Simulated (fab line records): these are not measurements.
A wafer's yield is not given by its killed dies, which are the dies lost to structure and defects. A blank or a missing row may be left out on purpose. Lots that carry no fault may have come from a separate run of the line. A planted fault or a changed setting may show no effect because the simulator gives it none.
fab line records	flow sky130	part 2 of 2: steps 29 to 37 of 37
[record] lots = 5	wafers = 15	last_day = 50
route steps=708 shown SONOS_ONO@184 GATE_OXIDE@187 POLY_GATE@204 RES_PROTECT@206
lots that met no fault: from a run of the same line without faults
start_h: hours from the record's first day to the start of the lot's first wafer shown	wait_h: time in hours since the lot's previous step	" the same as in the row above	L1.1+2: several wafers, shown together as one row	- no value, or no start was given	* or withheld: withheld	< > ~ a bound
route shown NAME@n: names a module that has steps shown in the file, with the first one's number in the route	usual: the fault-free wafers' mean and standard deviation	same: alike in all rows	chamber/n: place in a boat	sites: the reading at each site	_std_site: their standard deviation	_edge_site: the outer-site mean with the inner-site mean subtracted	radius_mm: for every site, how far away it sits from the centre of the wafer	mask NAME#n: copy n	behind: the tool/chamber that last shaped the wafer	hold: the reason the lot was held/the length of the hold in hours/how it ended	device: the transistor (n, p or np) that didn't switch	end of line: at the end of the route, the tests of the same wafers	a step given without rows: its recipe and nothing more	killed: at the first sort, the dies lost to defects and structure; wafer yield is something else	map: dies across one wafer; x = killed, . = not, _ = none there
set.NAME: setting as actually run; set.NAME@STEP: the setting as run at that earlier step	model.NAME: the simulator's own value behind a step, which no gauge read
lots at selected steps of the route; one table per step, one row per wafer
services: the hour from which a tool's chamber was out of use, counted from the record's first day as start_h (under 0 if before that day), plus the number of hours and why
[[steps]]
[step SKY_RES_PROTECT_DEVELOP_06]
[recipe] resist = NOVOLAK	developer = TMAH	develop_time_s = 60	dev_temp_c = 23
[usual] chill_plate_temp_C = 23.01/0.1
lot.wafer	tool	chamber	start_h	wait_h	chill_plate_temp_C
L081.4	litho_track-04	0	410.40	0.1	22.91
L081.5	"	0	"	"	22.91
L081.6	"	0	"	"	23.23
L085.2	litho_track-01	0	450.36	0.1	23.06
L085.3	"	0	"	"	23.20
L085.6	"	0	"	"	22.98
L090.1	litho_track-01	0	495.18	0.1	23.04
L090.2	"	0	"	"	22.91
L090.6	"	0	"	"	22.93
L092.2	litho_track-04	0	502.24	0.1	23.20
L092.3	"	0	"	"	23.06
L092.4	"	0	"	"	23.06
L095.2	litho_track-04	0	532.24	0.1	23.00
L095.3	"	0	"	"	23.15
L095.6	"	0	"	"	23.16
[step SKY_POLY_GATE_IMPLANT_02]
[recipe] species = P	energy_kev = 30	dose_cm2 = 7.7e+15	tilt_deg = 0
[usual] faraday_current_uA = 11958/650
lot.wafer	tool	chamber	start_h	wait_h	faraday_current_uA
L081.4	implanter-03	0	410.55	0.1	12878
L081.5	"	0	"	"	12224
L081.6	"	0	"	"	12286
L085.2	implanter-02	0	450.51	0.1	11243
L085.3	"	0	"	"	11404
L085.6	"	0	"	"	11470
L090.1	implanter-01	0	495.33	0.1	11634
L090.2	"	0	"	"	11897
L090.6	"	0	"	"	11485
L092.2	implanter-01	0	502.39	0.1	11751
L092.3	"	0	"	"	11063
L092.4	"	0	"	"	11496
L095.2	implanter-03	0	532.39	0.1	13158
L095.3	"	0	"	"	12714
L095.6	"	0	"	"	12419
[step SKY_RES_PROTECT_STRIP_07]
[recipe] chemistry = O2/N2	power_w = 1400	pressure_mtorr = 1500	platen_temp_c = withheld	o2_flow_sccm = 3000	n2_flow_sccm = 300	overash_fraction = 0.5
[usual] drypump_motor_current_A = 5.7/0.53	o2_flow_sccm = 3001/8.4	oes_product_au = 0.518/0.0044	strip_time_to_endpoint_s = 23.30/0.047
lot.wafer	tool	chamber	start_h	wait_h	drypump_motor_current_A	o2_flow_sccm	oes_product_au	rf_hours_counter_h	strip_time_to_endpoint_s
L081.4	plasma_asher-04	1	410.65	0.1	6.0	2988	0.520	-	23.29
L081.5	"	0	"	"	6.4	2989	0.509	-	23.25
L081.6	"	1	"	"	6.1	2995	0.512	-	23.27
L085.2	plasma_asher-01	1	450.63	0.1	6.3	3010	0.512	61	23.22
L085.3	"	0	"	"	5.3	3000	0.526	-	23.25
L085.6	"	1	"	"	6.4	3016	0.518	-	23.23
L090.1	plasma_asher-02	1	495.48	0.1	5.2	3010	0.514	38	23.24
L090.2	"	0	"	"	5.2	2996	0.517	38	23.21
L090.6	"	1	"	"	5.2	3010	0.519	-	23.22
L092.2	plasma_asher-02	0	502.52	0.1	5.2	2999	0.523	38	23.28
L092.3	"	0	"	"	5.2	3010	0.520	-	23.29
L092.4	"	1	"	"	5.2	3011	0.515	-	23.28
L095.2	plasma_asher-02	1	532.52	0.1	5.2	3009	0.518	41	23.36
L095.3	"	0	"	"	5.2	3008	0.513	-	23.34
L095.6	"	0	"	"	5.2	3011	0.518	-	23.38
[step SKY_RES_PROTECT_TW_MEAS_08]
[usual] POLY_GATE_TW = 4053/29
lot.wafer	tool	chamber	start_h	wait_h	POLY_GATE_TW
L081.4	film_metro-04	-	410.75	0.1	4084
L081.5	"	-	"	"	4043
L081.6	"	-	"	"	4073
L085.2	film_metro-02	-	450.74	0.1	4043
L085.3	"	-	"	"	4010
L085.6	"	-	"	"	4006
L090.1	film_metro-03	-	495.58	0.1	4072
L090.2	"	-	"	"	4067
L090.6	"	-	"	"	4078
L092.2	film_metro-04	-	502.63	0.1	4087
L092.3	"	-	"	"	4108
L092.4	"	-	"	"	4080
L095.2	film_metro-04	-	532.63	0.1	4072
L095.3	"	-	"	"	4073
L095.6	"	-	"	"	4061
[step SKY_RES_PROTECT_CLEAN_09]
[recipe] chemistry = SC1/SC2	mix = 1:4:20	temp_c = 70	time_s = 150	dry = n2_spin
lot.wafer	tool	chamber	start_h	wait_h
L081.4+5+6	wet_bench-03	3	410.78	0.0
L085.2+3+6	wet_bench-01	0	450.79	0.0
L090.1+2+6	wet_bench-01	3	495.64	0.1
L092.2+3+4	wet_bench-03	2	502.68	0.0
L095.2+3+6	wet_bench-04	1	532.68	0.0
[step SKY_POLY_GATE_CVD_03]
[recipe] material = Si3N4	precursor = DCS/NH3	target_thk_nm = 75	temp_c = 770	time_s = 1290	pressure_mtorr = 250
[usual] susceptor_temp_C = 770.0/0.32
lot.wafer	tool	chamber	start_h	wait_h	susceptor_temp_C
L081.4	lpcvd-02	0	411.71	0.9	770.0
L081.5	"	0	"	"	770.3
L081.6	"	0	"	"	770.2
L085.2	lpcvd-02	0	454.41	3.6	769.9
L085.3	"	0	"	"	769.7
L085.6	"	0	"	"	770.4
L090.1	lpcvd-02	0	495.69	0.0	769.8
L090.2	"	0	"	"	770.4
L090.6	"	0	"	"	770.3
L092.2	lpcvd-02	0	502.73	0.0	770.0
L092.3	"	0	"	"	769.9
L092.4	"	0	"	"	769.9
L095.2	lpcvd-02	0	533.81	1.1	770.5
L095.3	"	0	"	"	769.7
L095.6	"	0	"	"	771.0
[step SKY_POLY_GATE_THK_MEAS_04]
[recipe] reads = Si3N4_of_POLY_GATE_CVD_03
[usual] POLY_GATE_CVD_03_THK = 74.6/0.84
lot.wafer	tool	chamber	start_h	wait_h	POLY_GATE_CVD_03_THK[nm]
L081.4	film_metro-02	-	413.10	0.0	74.6
L081.5	"	-	"	"	74.8
L081.6	"	-	"	"	74.6
L085.2	film_metro-02	-	455.78	0.0	73.8
L085.3	"	-	"	"	73.9
L085.6	"	-	"	"	73.6
L090.1	film_metro-02	-	497.05	0.0	73.5
L090.2	"	-	"	"	73.7
L090.6	"	-	"	"	73.5
L092.2	film_metro-02	-	504.10	0.0	73.8
L092.3	"	-	"	"	72.7
L092.4	"	-	"	"	73.2
L095.2	film_metro-02	-	535.22	0.1	74.0
L095.3	"	-	"	"	74.5
L095.6	"	-	"	"	74.6
[step SKY_POLY_GATE_DEHYDRATE_05]
[recipe] temp_c = 200	time_s = 60
[usual] chill_plate_temp_C = 22.99/0.095
lot.wafer	tool	chamber	start_h	wait_h	chill_plate_temp_C
L081.4	litho_track-04	0	427.55	14.4	23.02
L081.5	"	0	"	"	23.04
L081.6	"	0	"	"	22.96
L085.2	litho_track-04	0	470.05	14.3	22.97
L085.3	"	0	"	"	23.02
L085.6	"	0	"	"	22.88
L090.1	litho_track-04	0	511.97	14.9	22.91
L090.2	"	0	"	"	23.07
L090.6	"	0	"	"	22.89
L092.2	litho_track-04	0	519.19	15.1	22.85
L092.3	"	0	"	"	22.79
L092.4	"	0	"	"	23.04
L095.2	litho_track-04	0	549.64	14.4	23.08
L095.3	"	0	"	"	22.81
L095.6	"	0	"	"	23.06
[step SKY_POLY_GATE_HMDS_06]
[recipe] prime_time_s = 60	prime_temp_c = 120
[usual] chill_plate_temp_C = 22.99/0.12
lot.wafer	tool	chamber	start_h	wait_h	chill_plate_temp_C
L081.4	litho_track-04	0	427.70	0.1	22.98
L081.5	"	0	"	"	22.93
L081.6	"	0	"	"	22.98
L085.2	litho_track-04	0	470.20	0.1	23.00
L085.3	"	0	"	"	23.12
L085.6	"	0	"	"	22.99
L090.1	litho_track-04	0	512.12	0.1	23.16
L090.2	"	0	"	"	22.94
L090.6	"	0	"	"	23.08
L092.2	litho_track-04	0	519.34	0.1	22.86
L092.3	"	0	"	"	22.95
L092.4	"	0	"	"	22.85
L095.2	litho_track-04	0	549.79	0.1	23.03
L095.3	"	0	"	"	23.01
L095.6	"	0	"	"	23.16
[[services]]
tool	chamber	start_h	hours	kind
implanter-03	-	349.01	5.3	pm
iline_stepper-02	-	350.15	1.7	pm
iline_stepper-02	-	394.93	1.2	repair
wet_bench-03	-	402.92	2.6	repair
implanter-03	-	411.09	1.0	repair
furnace-01	-	412.23	3.9	pm
plasma_asher-04	-	421.25	9.0	pm
implanter-03	-	440.16	3.5	repair
lpcvd-02	-	447.36	6.0	pm
implanter-04	-	455.21	2.7	pm
implanter-04	-	459.36	8.4	pm
plasma_asher-02	-	461.76	15.6	pm
plasma_asher-01	-	482.69	2.3	repair
plasma_asher-04	-	484.92	3.6	repair
iline_stepper-02	-	495.21	2.1	pm
iline_stepper-01	-	497.29	1.7	pm
furnace-02	-	505.83	3.5	pm
implanter-04	-	513.97	1.3	repair
iline_stepper-01	-	516.70	3.9	repair
implanter-03	-	526.11	3.6	pm
implanter-04	-	526.58	1.1	repair
furnace-02	-	536.83	3.2	pm
lpcvd-01	-	542.22	0.9	repair
iline_stepper-02	-	545.23	1.6	repair
